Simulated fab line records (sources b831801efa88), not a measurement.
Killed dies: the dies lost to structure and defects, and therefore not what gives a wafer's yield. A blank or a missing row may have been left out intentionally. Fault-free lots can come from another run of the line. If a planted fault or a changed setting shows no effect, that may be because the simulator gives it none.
fab line records -- flow gf180mcu
[record] lots = 5, wafers = 23
route steps=602 shown V3@451 V4@485 MIM@505 M5@531 V5@561 TOP_METAL@580 PASSIVATION@587
start-h: start of the lot's first displayed wafer, in hours after the record's first day -- wait-h: hours since the lot's step before -- " unchanged from the row above -- L1.1+2: one row covering several wafers at once -- - either no value or no given start -- * or withheld: withheld -- < > ~ a bound
route shown NAME@n: NAME is a module with steps in the file, n the number in the route of the first one -- usual: the fault-free wafers' mean and standard deviation -- same: alike in all rows -- chamber/n: place in a boat -- sites: per-site readings -- _std_site: the values' standard deviation -- _edge_site: outer sites' mean less inner sites' -- radius-mm: how far each site lies from the wafer's centre -- mask NAME#n: copy n -- behind: the last tool/chamber to shape the wafer -- hold: the reason the lot was held/the length of the hold in hours/how it ended -- device: the n, p or np transistor that did not switch -- end of line: at the end of the route, the tests of the same wafers -- step lacking rows: just its recipe -- killed: the dies lost at the first sort to structure and to defects; this is not the yield of the wafer -- map: dies across one wafer; x = killed, . = not, _ = none there
set.NAME: the run value of the setting; set.NAME@STEP: its run value at that earlier step -- model.NAME: the simulator's own value behind a step, which no gauge read
lots where settings were altered on purpose, with a table for each step and a row for each wafer
[[steps]]
[step GF_V3_SPUTTER_22]
[recipe] material = TiN, target-thk-nm = 10, chamber-pressure-pa = 5, power-w = 4000, time-s = 40
lot.wafer,tool,chamber,start-h,wait-h,set.time-s,model.TiN_of_V3_SPUTTER_22.thk-nm
L075.1,pvd-sputter-04,-,516.40,0.0,44.76,11.12
L075.2,pvd-sputter-04,-,516.40,0.0,40,9.967
L075.3,pvd-sputter-04,-,516.40,0.0,44.76,11.08
L075.5,pvd-sputter-04,-,516.40,0.0,44.76,11.14
L075.6,pvd-sputter-04,-,516.40,0.0,40,9.998
L076.1+6,pvd-sputter-02,-,529.50,0.0,40,10.1
L076.2,pvd-sputter-02,-,529.50,0.0,40,10.17
L076.3,pvd-sputter-02,-,529.50,0.0,40,10.08
L076.5,pvd-sputter-02,-,529.50,0.0,40,10.11
L079.1,pvd-sputter-03,-,549.12,0.0,43.93,11.05
L079.2,pvd-sputter-03,-,549.12,0.0,43.93,10.97
L079.3,pvd-sputter-03,-,549.12,0.0,43.93,11
L079.4,pvd-sputter-03,-,549.12,0.0,40,10
L079.5,pvd-sputter-03,-,549.12,0.0,40,9.924
L080.1,pvd-sputter-04,-,564.47,0.0,40,10.12
L080.2,pvd-sputter-04,-,564.47,0.0,40,10.1
L080.6,pvd-sputter-04,-,564.47,0.0,40,10.02
L085.1,pvd-sputter-03,-,604.55,0.0,38.18,9.314
L085.2,pvd-sputter-03,-,604.55,0.0,38.18,9.481
L085.4,pvd-sputter-03,-,604.55,0.0,40,9.778
L085.5,pvd-sputter-03,-,604.55,0.0,38.18,9.478
L085.6,pvd-sputter-03,-,604.55,0.0,40,9.863
[step GF_V4_COAT_09]
[recipe] resist = KrF, spin-rpm = withheld, resist-thk-nm = 1000
lot.wafer,tool,chamber,start-h,wait-h,set.resist-thk-nm,model.KrF_of_V4_COAT_09.thk-nm
L075.1+5,litho-track-03,0,-,-,1000,1002
L075.2+3,litho-track-03,0,-,-,1039,1040
L075.6,litho-track-03,0,-,-,1039,1038
L076.1+3,litho-track-04,0,-,-,1000,1003
L076.2,litho-track-04,0,-,-,1000,1004
L076.5,litho-track-04,0,-,-,1000,1002
L076.6,litho-track-04,0,-,-,1000,1001
L079.1+2,litho-track-03,0,-,-,1017,1020
L079.3,litho-track-03,0,-,-,1000,1006
L079.4,litho-track-03,0,-,-,1000,1002
L079.5,litho-track-03,0,-,-,1017,1021
L080.1,litho-track-03,0,-,-,1000,1004
L080.2,litho-track-03,0,-,-,1000,1001
L080.6,litho-track-03,0,-,-,1000,1002
L085.1,litho-track-01,0,-,-,1017,1014
L085.2,litho-track-01,0,-,-,1000,998.9
L085.4,litho-track-01,0,-,-,1000,993.2
L085.5,litho-track-01,0,-,-,1000,995.6
L085.6,litho-track-01,0,-,-,1017,1013
[step GF_MIM_SPUTTER_02]
[recipe] material = AlCu, target-thk-nm = 450, power-w = 10600, time-s = 23.9, chamber-pressure-pa = 0.4
lot.wafer,tool,chamber,start-h,wait-h,set.time-s,model.AlCu_of_MIM_SPUTTER_02.thk-nm
L075.1,pvd-sputter-03,-,565.20,0.0,23.9,448
L075.2,pvd-sputter-03,-,565.20,0.0,25.71,479
L075.3,pvd-sputter-03,-,565.20,0.0,25.71,476.7
L075.5,pvd-sputter-03,-,565.20,0.0,25.71,479.7
L075.6,pvd-sputter-03,-,565.20,0.0,23.9,442.7
L076.1,pvd-sputter-01,-,576.99,0.0,23.9,458.1
L076.2,pvd-sputter-01,-,576.99,0.0,23.9,457.5
L076.3,pvd-sputter-01,-,576.99,0.0,23.9,454.7
L076.5,pvd-sputter-01,-,576.99,0.0,23.9,454.6
L076.6,pvd-sputter-01,-,576.99,0.0,23.9,458.3
L079.1,pvd-sputter-04,-,596.49,0.0,23.9,447.2
L079.2,pvd-sputter-04,-,596.49,0.0,26.2,486.1
L079.3,pvd-sputter-04,-,596.49,0.0,23.9,444.6
L079.4,pvd-sputter-04,-,596.49,0.0,26.2,489.7
L079.5,pvd-sputter-04,-,596.49,0.0,26.2,489
L080.1,pvd-sputter-03,-,610.76,0.0,23.9,446.7
L080.2,pvd-sputter-03,-,610.76,0.0,23.9,446.6
L080.6,pvd-sputter-03,-,610.76,0.0,23.9,447.9
L085.1+5,pvd-sputter-01,-,648.70,0.0,23.9,447.5
L085.2,pvd-sputter-01,-,648.70,0.0,23.9,447.6
L085.4,pvd-sputter-01,-,648.70,0.0,23.9,449.5
L085.6,pvd-sputter-01,-,648.70,0.0,23.9,447.3
[step GF_MIM_SPUTTER_08]
[recipe] material = AlCu, target-thk-nm = 200, power-w = 10600, time-s = 10.6, chamber-pressure-pa = 0.4
lot.wafer,tool,chamber,start-h,wait-h,set.power-w,model.AlCu_of_MIM_SPUTTER_08.thk-nm
L075.1,pvd-sputter-01,-,565.43,0.0,11270,211.1
L075.2,pvd-sputter-01,-,565.43,0.0,11270,214
L075.3+5,pvd-sputter-01,-,565.43,0.0,10600,200.1
L075.6,pvd-sputter-01,-,565.43,0.0,10600,200.4
L076.1+2,pvd-sputter-04,-,577.21,0.0,10600,199.7
L076.3,pvd-sputter-04,-,577.21,0.0,10600,198.4
L076.5,pvd-sputter-04,-,577.21,0.0,10600,199.4
L076.6,pvd-sputter-04,-,577.21,0.0,10600,198.5
L079.1,pvd-sputter-03,-,596.72,0.0,11330,213.6
L079.2,pvd-sputter-03,-,596.72,0.0,10600,201.2
L079.3,pvd-sputter-03,-,596.72,0.0,10600,201.3
L079.4,pvd-sputter-03,-,596.72,0.0,11330,216.2
L079.5,pvd-sputter-03,-,596.72,0.0,11330,213.5
L080.1,pvd-sputter-01,-,610.99,0.0,10600,200
L080.2,pvd-sputter-01,-,610.99,0.0,10600,201.1
L080.6,pvd-sputter-01,-,610.99,0.0,10600,201
L085.1,pvd-sputter-03,-,648.93,0.0,10600,195.2
L085.2,pvd-sputter-03,-,648.93,0.0,10600,195.5
L085.4,pvd-sputter-03,-,648.93,0.0,10600,195.8
L085.5,pvd-sputter-03,-,648.93,0.0,10600,194.9
L085.6,pvd-sputter-03,-,648.93,0.0,10600,196.5
[step GF_MIM_SPUTTER_09]
[recipe] material = TiN, target-thk-nm = 35, power-w = 6500, time-s = 29.2, chamber-pressure-pa = 0.4
[step GF_MIM_RS_MEAS_10]
[recipe] thk-meas-gauge = four-point-probe, reads = TiN_of_MIM_SPUTTER_09+AlCu_of_MIM_SPUTTER_08+TiN_of_MIM_SPUTTER_07
[usual] MIM_ALCU_RS = 0.1601/0.0018
lot.wafer,tool,chamber,start-h,wait-h,set.power-w@MIM_SPUTTER_08,MIM_ALCU_RS[ohm/sq]
L075.1,film-metro-01,-,565.50,0.0,11270,0.1515
L075.2,film-metro-01,-,565.50,0.0,11270,0.1493
L075.3,film-metro-01,-,565.50,0.0,10600,0.1604
L075.5,film-metro-01,-,565.50,0.0,10600,0.1602
L075.6,film-metro-01,-,565.50,0.0,10600,0.1603
L076.1,film-metro-03,-,577.27,0.0,10600,0.1604
L076.2,film-metro-03,-,577.27,0.0,10600,0.1604
L076.3,film-metro-03,-,577.27,0.0,10600,0.1613
L076.5,film-metro-03,-,577.27,0.0,10600,0.1609
L076.6,film-metro-03,-,577.27,0.0,10600,0.1616
L079.1,film-metro-04,-,596.78,0.0,11330,0.1496
L079.2,film-metro-04,-,596.78,0.0,10600,0.1592
L079.3,film-metro-04,-,596.78,0.0,10600,0.1591
L079.4,film-metro-04,-,596.78,0.0,11330,0.1477
L079.5,film-metro-04,-,596.78,0.0,11330,0.1498
L080.1,film-metro-03,-,611.05,0.0,10600,0.1604
L080.2,film-metro-03,-,611.05,0.0,10600,0.1594
L080.6,film-metro-03,-,611.05,0.0,10600,0.1593
L085.1,film-metro-01,-,648.99,0.0,10600,0.1645
L085.2,film-metro-01,-,648.99,0.0,10600,0.1642
L085.4,film-metro-01,-,648.99,0.0,10600,0.1641
L085.5,film-metro-01,-,648.99,0.0,10600,0.1650
L085.6,film-metro-01,-,648.99,0.0,10600,0.1634
[step GF_MIM_THK_MEAS_11]
[recipe] thk-meas-gauge = xrf, reads = AlCu_of_MIM_SPUTTER_08
[usual] MIM_ALCU_THK = 197.9/2.2
lot.wafer,tool,chamber,start-h,wait-h,set.power-w@MIM_SPUTTER_08,MIM_ALCU_THK[nm]
L075.1,film-metro-01,-,565.62,0.1,11270,209.2
L075.2,film-metro-01,-,565.62,0.1,11270,211.5
L075.3,film-metro-01,-,565.62,0.1,10600,196.8
L075.5,film-metro-01,-,565.62,0.1,10600,197.1
L075.6,film-metro-01,-,565.62,0.1,10600,197.6
L076.1,film-metro-03,-,577.39,0.1,10600,197.3
L076.2,film-metro-03,-,577.39,0.1,10600,197.9
L076.3,film-metro-03,-,577.39,0.1,10600,196.1
L076.5,film-metro-03,-,577.39,0.1,10600,197.0
L076.6,film-metro-03,-,577.39,0.1,10600,196.8
L079.1,film-metro-04,-,596.90,0.1,11330,212.6
L079.2,film-metro-04,-,596.90,0.1,10600,200.0
L079.3,film-metro-04,-,596.90,0.1,10600,199.2
L079.4,film-metro-04,-,596.90,0.1,11330,214.2
L079.5,film-metro-04,-,596.90,0.1,11330,211.4
L080.1,film-metro-03,-,611.17,0.1,10600,197.5
L080.2,film-metro-03,-,611.17,0.1,10600,199.1
L080.6,film-metro-03,-,611.17,0.1,10600,198.4
L085.1,film-metro-01,-,649.11,0.1,10600,191.9
L085.2,film-metro-01,-,649.11,0.1,10600,193.6
L085.4,film-metro-01,-,649.11,0.1,10600,193.3
L085.5,film-metro-01,-,649.11,0.1,10600,192.9
L085.6,film-metro-01,-,649.11,0.1,10600,194.0
[step GF_MIM_METAL_ETCH_19]
[recipe] chemistry = Cl2/BCl3, mask-material = NOVOLAK, stop-on = Si3N4, target-depth-nm = 324.5, pressure-mtorr = 8, icp-w = 800, bias-w = 140, Cl2_flow_sccm = 80, bcl3-flow-sccm = 40, time-s = 54.1
lot.wafer,tool,chamber,start-h,wait-h,set.time-s,model.NOVOLAK_of_MIM_COAT_14.thk-nm
L075.1+2+3,rie-metal-02,"0,1,0",586.37,0.1,61.71,-
L075.5,rie-metal-02,1,586.37,0.1,54.1,-
L075.6,rie-metal-02,0,586.37,0.1,54.1,870.9
L076.1,rie-metal-02,1,598.77,0.1,60.09,857.6
L076.2,rie-metal-02,0,598.77,0.1,54.1,876.5
L076.3,rie-metal-02,0,598.77,0.1,60.09,861.1
L076.5,rie-metal-02,0,598.77,0.1,54.1,875.5
L076.6,rie-metal-02,1,598.77,0.1,54.1,875.8
L079.1+4,rie-metal-02,1,617.72,0.1,54.1,-
L079.2+5,rie-metal-02,0,617.72,0.1,50.33,-
L079.3,rie-metal-02,0,617.72,0.1,50.33,877.9
L080.1,rie-metal-01,1,630.97,0.1,54.1,871.1
L080.2,rie-metal-01,0,630.97,0.1,54.1,869.2
L080.6,rie-metal-01,0,630.97,0.1,54.1,870
L085.1,rie-metal-02,1,667.52,0.1,47.01,890.7
L085.2,rie-metal-02,0,667.52,0.1,47.01,893
L085.4,rie-metal-02,0,667.52,0.1,47.01,895
L085.5,rie-metal-02,1,667.52,0.1,54.1,877
L085.6,rie-metal-02,0,667.52,0.1,54.1,875.9
[step GF_MIM_STRIP_20]
[recipe] chemistry = O2/N2, power-w = 1400, pressure-mtorr = 1500, platen-temp-c = 250, o2-flow-sccm = 3000, n2-flow-sccm = 300, overash-fraction = 0.5
[usual] strip-time-to-endpoint-s = 11.23/0.036
lot.wafer,tool,chamber,start-h,wait-h,set.time-s@MIM_METAL_ETCH_19,strip-time-to-endpoint-s
L075.1,plasma-asher-04,1,586.44,0.0,61.71,11.02
L075.2,plasma-asher-04,0,586.44,0.0,61.71,10.99
L075.3,plasma-asher-04,0,586.44,0.0,61.71,11.01
L075.5,plasma-asher-04,0,586.44,0.0,54.1,11.20
L075.6,plasma-asher-04,1,586.44,0.0,54.1,11.22
L076.1,plasma-asher-04,0,598.84,0.0,60.09,11.07
L076.2,plasma-asher-04,1,598.84,0.0,54.1,11.29
L076.3,plasma-asher-04,1,598.84,0.0,60.09,11.11
L076.5,plasma-asher-04,0,598.84,0.0,54.1,11.28
L076.6,plasma-asher-04,1,598.84,0.0,54.1,11.27
L079.1,plasma-asher-04,1,617.79,0.0,54.1,11.17
L079.2,plasma-asher-04,0,617.79,0.0,50.33,11.29
L079.3,plasma-asher-04,1,617.79,0.0,50.33,11.31
L079.4,plasma-asher-04,0,617.79,0.0,54.1,11.20
L079.5,plasma-asher-04,1,617.79,0.0,50.33,11.28
L080.1,plasma-asher-04,1,631.04,0.0,54.1,11.23
L080.2,plasma-asher-04,0,631.04,0.0,54.1,11.20
L080.6,plasma-asher-04,1,631.04,0.0,54.1,11.22
L085.1,plasma-asher-03,0,667.59,0.0,47.01,11.46
L085.2,plasma-asher-03,1,667.59,0.0,47.01,11.48
L085.4,plasma-asher-03,1,667.59,0.0,47.01,11.51
L085.5,plasma-asher-03,1,667.59,0.0,54.1,11.31
L085.6,plasma-asher-03,0,667.59,0.0,54.1,11.28
[step GF_M5_PEB_05]
[recipe] peb-temp-c = 135, peb-time-s = 90, resist = KrF
lot.wafer,tool,chamber,start-h,wait-h,set.peb-temp-c
L075.1+2+5,litho-track-04,0,-,-,135
L075.3+6,litho-track-04,0,-,-,131
L076.1+2,litho-track-04,0,-,-,135
L076.3+5+6,litho-track-04,0,-,-,138.8
L079.1+2+4,litho-track-02,0,-,-,132.1
L079.3+5,litho-track-02,0,-,-,135
L080.1+2+6,litho-track-01,0,-,-,135
L085.1+2,litho-track-01,0,-,-,135
L085.4+5+6,litho-track-01,0,-,-,132.8
[step GF_M5_DEVELOP_06]
[recipe] develop-time-s = 60, dev-temp-c = 21
[step GF_M5_CD_MEAS_07]
[recipe] target-cd-nm = 280
[usual] cd-nm = 279.8/1.1
lot.wafer,tool,chamber,start-h,wait-h,set.peb-temp-c@M5_PEB_05,cd-nm
L075.1,cd-sem-01,-,607.81,0.1,135,277.4
L075.2,cd-sem-01,-,607.81,0.1,135,278.6
L075.3,cd-sem-01,-,607.81,0.1,131,290.6
L075.5,cd-sem-01,-,607.81,0.1,135,278.4
L075.6,cd-sem-01,-,607.81,0.1,131,290.6
L076.1,cd-sem-02,-,620.01,0.1,135,282.8
L076.2,cd-sem-02,-,620.01,0.1,135,281.3
L076.3,cd-sem-02,-,620.01,0.1,138.8,272.1
L076.5,cd-sem-02,-,620.01,0.1,138.8,271.7
L076.6,cd-sem-02,-,620.01,0.1,138.8,271.9
L079.1,cd-sem-02,-,637.52,0.1,132.1,289.0
L079.2,cd-sem-02,-,637.52,0.1,132.1,289.2
L079.3,cd-sem-02,-,637.52,0.1,135,280.8
L079.4,cd-sem-02,-,637.52,0.1,132.1,288.6
L079.5,cd-sem-02,-,637.52,0.1,135,279.7
L080.1,cd-sem-02,-,650.87,0.1,135,281.1
L080.2,cd-sem-02,-,650.87,0.1,135,279.2
L080.6,cd-sem-02,-,650.87,0.1,135,280.1
L085.1,cd-sem-02,-,686.87,0.1,135,278.0
L085.2,cd-sem-02,-,686.87,0.1,135,280.2
L085.4,cd-sem-02,-,686.87,0.1,132.8,286.5
L085.5,cd-sem-02,-,686.87,0.1,132.8,285.1
L085.6,cd-sem-02,-,686.87,0.1,132.8,285.8
[step GF_M5_ETCH_09]
[recipe] chemistry = CF4/O2, target = Si3N4, target-depth-nm = 52, source-w = 800, bias-w = 150, pressure-mtorr = 150, cf4-flow-sccm = 80, O2_flow_sccm = 10, time-s = 11.6
lot.wafer,tool,chamber,start-h,wait-h,set.peb-temp-c@M5_PEB_05,model.M5.cd-nm
L075.1,rie-diel-04,0,607.97,0.0,135,277.6
L075.2,rie-diel-04,2,607.97,0.0,135,278.8
L075.3,rie-diel-04,1,607.97,0.0,131,290.4
L075.5,rie-diel-04,2,607.97,0.0,135,278.4
L075.6,rie-diel-04,0,607.97,0.0,131,290.9
L076.1,rie-diel-04,1,620.17,0.0,135,282.6
L076.2,rie-diel-04,0,620.17,0.0,135,281.6
L076.3,rie-diel-04,2,620.17,0.0,138.8,272.2
L076.5,rie-diel-04,2,620.17,0.0,138.8,272
L076.6,rie-diel-04,1,620.17,0.0,138.8,271.7
L079.1,rie-diel-01,2,637.68,0.0,132.1,289.1
L079.2,rie-diel-01,3,637.68,0.0,132.1,289
L079.3,rie-diel-01,1,637.68,0.0,135,281.2
L079.4,rie-diel-01,0,637.68,0.0,132.1,288.9
L079.5,rie-diel-01,0,637.68,0.0,135,279.8
L080.1,rie-diel-04,0,651.03,0.0,135,281.1
L080.2,rie-diel-04,2,651.03,0.0,135,279.7
L080.6,rie-diel-04,0,651.03,0.0,135,280.1
L085.1,rie-diel-01,0,687.03,0.0,135,278.1
L085.2,rie-diel-01,1,687.03,0.0,135,280.3
L085.4,rie-diel-01,3,687.03,0.0,132.8,286.4
L085.5,rie-diel-01,2,687.03,0.0,132.8,285
L085.6,rie-diel-01,3,687.03,0.0,132.8,285.6
[step GF_M5_METAL_ETCH_10]
[recipe] chemistry = Cl2/BCl3, mask-material = KrF, target-depth-nm = 627.5, stop-on = SiO2, pressure-mtorr = 8, icp-w = 800, bias-w = 140, Cl2_flow_sccm = 80, bcl3-flow-sccm = 40, time-s = 104.6
lot.wafer,tool,chamber,start-h,wait-h,set.time-s@MIM_SPUTTER_02,set.peb-temp-c@M5_PEB_05,model.M5.feature-depth-nm,model.M5.cd-nm
L075.1,rie-metal-03,0,607.99,0.0,23.9,135,600.3,274.4
L075.2,rie-metal-03,1,607.99,0.0,25.71,135,631.8,276.9
L075.3,rie-metal-03,0,607.99,0.0,25.71,131,626.5,286.9
L075.5,rie-metal-03,1,607.99,0.0,25.71,135,627.1,275.5
L075.6,rie-metal-03,0,607.99,0.0,23.9,131,594.5,288.3
L076.1,rie-metal-01,1,620.19,0.0,23.9,135,610,283.6
L076.2,rie-metal-01,0,620.19,0.0,23.9,135,610.1,279.1
L076.3,rie-metal-01,1,620.19,0.0,23.9,138.8,606.9,274.3
L076.5,rie-metal-01,1,620.19,0.0,23.9,138.8,606.6,272.3
L076.6,rie-metal-01,0,620.19,0.0,23.9,138.8,610.5,273.6
L079.1,rie-metal-01,0,637.70,0.0,23.9,132.1,601.4,292.3
L079.2,rie-metal-01,1,637.70,0.0,26.2,132.1,625.3,294.8
L079.3,rie-metal-01,0,637.70,0.0,23.9,135,599.1,285.2
L079.4,rie-metal-01,1,637.70,0.0,26.2,132.1,625.7,292
L079.5,rie-metal-01,1,637.70,0.0,26.2,135,621.8,283
L080.1,rie-metal-02,1,651.05,0.0,23.9,135,598.1,284.2
L080.2,rie-metal-02,0,651.05,0.0,23.9,135,598.5,278
L080.6,rie-metal-02,0,651.05,0.0,23.9,135,600.3,279.5
L085.1,rie-metal-02,1,687.05,0.0,23.9,135,600.2,282.3
L085.2,rie-metal-02,0,687.05,0.0,23.9,135,599.6,283.8
L085.4,rie-metal-02,1,687.05,0.0,23.9,132.8,602.6,288.5
L085.5,rie-metal-02,1,687.05,0.0,23.9,132.8,600.3,291.2
L085.6,rie-metal-02,0,687.05,0.0,23.9,132.8,600.5,290.4
[step GF_V5_SPUTTER_21]
[recipe] material = Ti, target-thk-nm = 15, chamber-pressure-pa = 5, power-w = 2500, substrate-temp-c = 200, time-s = 80.02
lot.wafer,tool,chamber,start-h,wait-h,set.chamber-pressure-pa,model.Ti_of_V5_SPUTTER_21.thk-nm
L075.1,pvd-sputter-03,-,630.17,0.0,4.495,16.72
L075.2,pvd-sputter-03,-,630.17,0.0,4.495,16.67
L075.3,pvd-sputter-03,-,630.17,0.0,4.495,16.6
L075.5,pvd-sputter-03,-,630.17,0.0,4.495,16.66
L075.6,pvd-sputter-03,-,630.17,0.0,4.495,16.76
L076.1,pvd-sputter-02,-,642.21,0.0,4.584,16.28
L076.2,pvd-sputter-02,-,642.21,0.0,4.584,16.3
L076.3,pvd-sputter-02,-,642.21,0.0,4.584,16.42
L076.5,pvd-sputter-02,-,642.21,0.0,4.584,16.22
L076.6,pvd-sputter-02,-,642.21,0.0,4.584,16.47
L079.1,pvd-sputter-02,-,659.41,0.0,4.648,16.48
L079.2,pvd-sputter-02,-,659.41,0.0,4.648,16.41
L079.3,pvd-sputter-02,-,659.41,0.0,4.648,16.4
L079.4,pvd-sputter-02,-,659.41,0.0,4.648,16.28
L079.5,pvd-sputter-02,-,659.41,0.0,4.648,16.38
L080.1,pvd-sputter-02,-,672.80,0.0,5,15.16
L080.2,pvd-sputter-02,-,672.80,0.0,5,15.2
L080.6,pvd-sputter-02,-,672.80,0.0,5,15.14
L085.1,pvd-sputter-02,-,707.95,0.0,5,14.83
L085.2,pvd-sputter-02,-,707.95,0.0,5,14.71
L085.4,pvd-sputter-02,-,707.95,0.0,5,14.87
L085.5,pvd-sputter-02,-,707.95,0.0,5,14.91
L085.6,pvd-sputter-02,-,707.95,0.0,5,14.93
[step GF_TOP_METAL_DEVELOP_13]
[recipe] develop-time-s = 60, dev-temp-c = 23
lot.wafer,tool,chamber,start-h,wait-h,set.develop-time-s
L075.1+5+6,litho-track-03,0,650.36,0.1,60
L075.2+3,litho-track-03,0,650.36,0.1,53.52
L076.1+2+6,litho-track-01,0,662.72,0.1,56.29
L076.3+5,litho-track-01,0,662.72,0.1,60
L079.1+3,litho-track-03,0,679.76,0.1,64.56
L079.2+4+5,litho-track-03,0,679.76,0.1,60
L080.1+2+6,litho-track-01,0,691.47,0.1,60
L085.1+2+4+5+6,litho-track-04,0,725.96,0.1,60
[step GF_TOP_METAL_CD_MEAS_14]
[recipe] target-cd-nm = 440
[usual] cd-nm = 441/3.3
lot.wafer,tool,chamber,start-h,wait-h,set.develop-time-s@TOP_METAL_DEVELOP_13,cd-nm
L075.1,cd-sem-01,-,650.51,0.1,60,441
L075.2,cd-sem-01,-,650.51,0.1,53.52,454
L075.3,cd-sem-01,-,650.51,0.1,53.52,455
L075.5,cd-sem-01,-,650.51,0.1,60,444
L075.6,cd-sem-01,-,650.51,0.1,60,441
L076.1,cd-sem-02,-,662.87,0.1,56.29,449
L076.2,cd-sem-02,-,662.87,0.1,56.29,446
L076.3,cd-sem-02,-,662.87,0.1,60,441
L076.5,cd-sem-02,-,662.87,0.1,60,441
L076.6,cd-sem-02,-,662.87,0.1,56.29,446
L079.1,cd-sem-01,-,679.91,0.1,64.56,439
L079.2,cd-sem-01,-,679.91,0.1,60,444
L079.3,cd-sem-01,-,679.91,0.1,64.56,437
L079.4,cd-sem-01,-,679.91,0.1,60,444
L079.5,cd-sem-01,-,679.91,0.1,60,445
L080.1,cd-sem-01,-,691.62,0.1,60,445
L080.2,cd-sem-01,-,691.62,0.1,60,444
L080.6,cd-sem-01,-,691.62,0.1,60,443
L085.1,cd-sem-02,-,726.11,0.1,60,448
L085.2,cd-sem-02,-,726.11,0.1,60,446
L085.4,cd-sem-02,-,726.11,0.1,60,444
L085.5,cd-sem-02,-,726.11,0.1,60,447
L085.6,cd-sem-02,-,726.11,0.1,60,444
[step GF_PASSIVATION_CVD_00]
[recipe] material = SiO2, target-thk-nm = 1000, precursor = TEOS, temp-c = 400, time-s = 111.95, rf-w = 600
lot.wafer,tool,chamber,start-h,wait-h,set.time-s,model.SiO2_of_PASSIVATION_CVD_00.thk-nm
L075.1,pecvd-03,0,651.41,0.0,100.3,876.5
L075.2,pecvd-03,1,651.41,0.0,111.95,991
L075.3,pecvd-03,2,651.41,0.0,100.3,888.5
L075.5,pecvd-03,2,651.41,0.0,111.95,990.1
L075.6,pecvd-03,0,651.41,0.0,100.3,889.1
L076.1,pecvd-03,1,663.98,0.0,111.95,989.4
L076.2,pecvd-03,2,663.98,0.0,111.95,998.3
L076.3,pecvd-03,0,663.98,0.0,111.95,978.7
L076.5,pecvd-03,1,663.98,0.0,111.95,1010
L076.6,pecvd-03,0,663.98,0.0,111.95,1011
L079.1,pecvd-03,0,680.81,0.0,111.95,986.9
L079.2,pecvd-03,1,680.81,0.0,99.04,887.9
L079.3,pecvd-03,2,680.81,0.0,111.95,978.6
L079.4,pecvd-03,2,680.81,0.0,111.95,1000
L079.5,pecvd-03,0,680.81,0.0,99.04,887.3
L080.1,pecvd-04,2,692.51,0.0,111.95,984.6
L080.2,pecvd-04,1,692.51,0.0,111.95,997.1
L080.6,pecvd-04,0,692.51,0.0,111.95,1009
L085.1,pecvd-03,2,727.18,0.0,111.95,991.6
L085.2,pecvd-03,1,727.18,0.0,101.4,911.2
L085.4,pecvd-03,1,727.18,0.0,111.95,1015
L085.5,pecvd-03,0,727.18,0.0,101.4,916.5
L085.6,pecvd-03,2,727.18,0.0,111.95,1011
[step GF_PASSIVATION_THK_MEAS_01]
[recipe] reads = SiO2_of_PASSIVATION_CVD_00
[usual] PASSIVATION_CVD_00_THK = 1003/11
lot.wafer,tool,chamber,start-h,wait-h,set.time-s@PASSIVATION_CVD_00,PASSIVATION_CVD_00_THK[nm]
L075.1,film-metro-03,-,651.49,0.0,100.3,876
L075.2,film-metro-03,-,651.49,0.0,111.95,990
L075.3,film-metro-03,-,651.49,0.0,100.3,888
L075.5,film-metro-03,-,651.49,0.0,111.95,991
L075.6,film-metro-03,-,651.49,0.0,100.3,889
L076.1,film-metro-02,-,664.06,0.0,111.95,989
L076.2,film-metro-02,-,664.06,0.0,111.95,998
L076.3,film-metro-02,-,664.06,0.0,111.95,978
L076.5,film-metro-02,-,664.06,0.0,111.95,1010
L076.6,film-metro-02,-,664.06,0.0,111.95,1012
L079.1,film-metro-01,-,680.89,0.0,111.95,987
L079.2,film-metro-01,-,680.89,0.0,99.04,888
L079.3,film-metro-01,-,680.89,0.0,111.95,977
L079.4,film-metro-01,-,680.89,0.0,111.95,1001
L079.5,film-metro-01,-,680.89,0.0,99.04,886
L080.1,film-metro-02,-,692.59,0.0,111.95,986
L080.2,film-metro-02,-,692.59,0.0,111.95,998
L080.6,film-metro-02,-,692.59,0.0,111.95,1008
L085.1,film-metro-03,-,727.26,0.0,111.95,992
L085.2,film-metro-03,-,727.26,0.0,101.4,912
L085.4,film-metro-03,-,727.26,0.0,111.95,1015
L085.5,film-metro-03,-,727.26,0.0,101.4,917
L085.6,film-metro-03,-,727.26,0.0,111.95,1011
[[key]]
[split] step = GF_V3_SPUTTER_22, setting = time-s, stated = 40, by = wafer
[response] step = GF_V3_SPUTTER_22, reading = model.TiN_of_V3_SPUTTER_22.thk-nm, change = +0.0987, per = 1%, r = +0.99
[split] step = GF_V4_COAT_09, setting = resist-thk-nm, stated = 1000, by = wafer
[response] step = GF_V4_COAT_09, reading = model.KrF_of_V4_COAT_09.thk-nm, change = +9.68, per = 1%, r = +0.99
[split] step = GF_MIM_SPUTTER_02, setting = time-s, stated = 23.9, by = wafer
[response] step = GF_MIM_SPUTTER_02, reading = model.AlCu_of_MIM_SPUTTER_02.thk-nm, change = +4.39, per = 1%, r = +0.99
[response] step = GF_M5_METAL_ETCH_10, reading = model.M5.feature-depth-nm, change = +3.11, per = 1%, r = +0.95
[split] step = GF_MIM_SPUTTER_08, setting = power-w, stated = 10600, by = wafer
[response] step = GF_MIM_SPUTTER_08, reading = model.AlCu_of_MIM_SPUTTER_08.thk-nm, change = +1.93, per = 1%, r = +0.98
[response] step = GF_MIM_RS_MEAS_10, reading = MIM_ALCU_RS, change = -0.00152, per = 1%, r = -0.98
[response] step = GF_MIM_THK_MEAS_11, reading = MIM_ALCU_THK, change = +1.99, per = 1%, r = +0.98
[split] step = GF_MIM_METAL_ETCH_19, setting = time-s, stated = 54.1, by = wafer
[response] step = GF_MIM_METAL_ETCH_19, reading = model.NOVOLAK_of_MIM_COAT_14.thk-nm, change = -1.35, per = 1%, r = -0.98
[response] step = GF_MIM_STRIP_20, reading = strip-time-to-endpoint-s, change = *, per = 1%, r = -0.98
[split] step = GF_M5_PEB_05, setting = peb-temp-c, stated = 135, by = wafer
[response] step = GF_M5_CD_MEAS_07, reading = cd-nm, change = -3.97, per = 1%, r = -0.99
[response] step = GF_M5_ETCH_09, reading = model.M5.cd-nm, change = -3.92, per = 1%, r = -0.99
[response] step = GF_M5_METAL_ETCH_10, reading = model.M5.cd-nm, change = -3.69, per = 1%, r = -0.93
[split] step = GF_V5_SPUTTER_21, setting = chamber-pressure-pa, stated = 5, by = lot
[response] step = GF_V5_SPUTTER_21, reading = model.Ti_of_V5_SPUTTER_21.thk-nm, change = -0.173, per = 1%, r = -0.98
[split] step = GF_TOP_METAL_DEVELOP_13, setting = develop-time-s, stated = 60, by = wafer
[response] step = GF_TOP_METAL_CD_MEAS_14, reading = cd-nm, change = -1.06, per = 1%, r = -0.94
[split] step = GF_PASSIVATION_CVD_00, setting = time-s, stated = 111.95, by = wafer
[response] step = GF_PASSIVATION_CVD_00, reading = model.SiO2_of_PASSIVATION_CVD_00.thk-nm, change = +9.5, per = 1%, r = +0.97
[response] step = GF_PASSIVATION_THK_MEAS_01, reading = PASSIVATION_CVD_00_THK, change = +9.5, per = 1%, r = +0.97
